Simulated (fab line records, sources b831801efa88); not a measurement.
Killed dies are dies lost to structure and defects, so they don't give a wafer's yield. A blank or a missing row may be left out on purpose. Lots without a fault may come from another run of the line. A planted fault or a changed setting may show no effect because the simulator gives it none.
Which tool did it? | flow gf180mcu | 14 lots, 42 wafers sampled, at 1 step of a route of 602

WHAT THE GAUGES READ, wafer by wafer
GF_MVSD_OVL_MEAS_07. Usual: MVSD_OVL 0.6 nm, standard deviation 1.3.
lot  | measured    | on         | MVSD_OVL (nm)  | flag
L666 | day 4 08:30 | overlay-02 | -0.1 -0.3 0.5  |
L667 | day 4 20:11 | overlay-02 | -0.6 0.9 -0.2  |
L668 | day 4 22:43 | overlay-01 | 2.9 2.2 1.8    |
L670 | day 5 11:11 | overlay-02 | 3.1 1.8 1.2    |
L672 | day 5 21:02 | overlay-01 | 0.6 1.4 1.2    |
L671 | day 5 21:27 | overlay-01 | -2.9 -1.5 -3.2 |
L673 | day 6 02:37 | overlay-02 | 1.5 -0.4 1.4   |
L674 | day 6 09:38 | overlay-02 | 2.3 4.5 3.1    |
L676 | day 6 20:41 | overlay-02 | -1.5 0.4 -0.2  |
L677 | day 7 02:54 | overlay-02 | 0.3 -0.3 -0.4  |
L684 | day 8 18:22 | overlay-02 | 1.2 1.9 -0.3   |
L685 | day 8 23:54 | overlay-02 | 2.0 0.5 1.9    |
L688 | day 9 17:51 | overlay-01 | 0.4 1.9 2.0    |
L689 | day 9 22:16 | overlay-02 | 1.9 1.8 -0.3   |

WHICH TOOL RAN EACH LOT (tool, then ch and the chambers of the sampled wafers, then the start)
The record holds no process step before these readings.

WHAT THE TOOLS THEMSELVES READ (means of the sampled wafers that have a number; where no wafer has one, the mark that the record gives instead)
The record holds no such reading with a usual standard deviation.

THE ANSWER, worked out from the rows above alone
Rule: a lot is off if the mean of its wafers that have a number lies more than 3 standard deviations from the usual mean. A lot without any number at a reading at which 4 lots or more have one is off too. The other lots that the step has rows for count as sound. The gauges are gone through in route order, then the tools' own readings, and for those a lot's mean is taken as printed above. The first step at which some lot is off is used, and at that step the reading that is off furthest; a lot without a number counts as furthest.
No lot is off at any reading shown: from this, nothing can be told.

WHAT THE SIMULATOR HAD PUT IN
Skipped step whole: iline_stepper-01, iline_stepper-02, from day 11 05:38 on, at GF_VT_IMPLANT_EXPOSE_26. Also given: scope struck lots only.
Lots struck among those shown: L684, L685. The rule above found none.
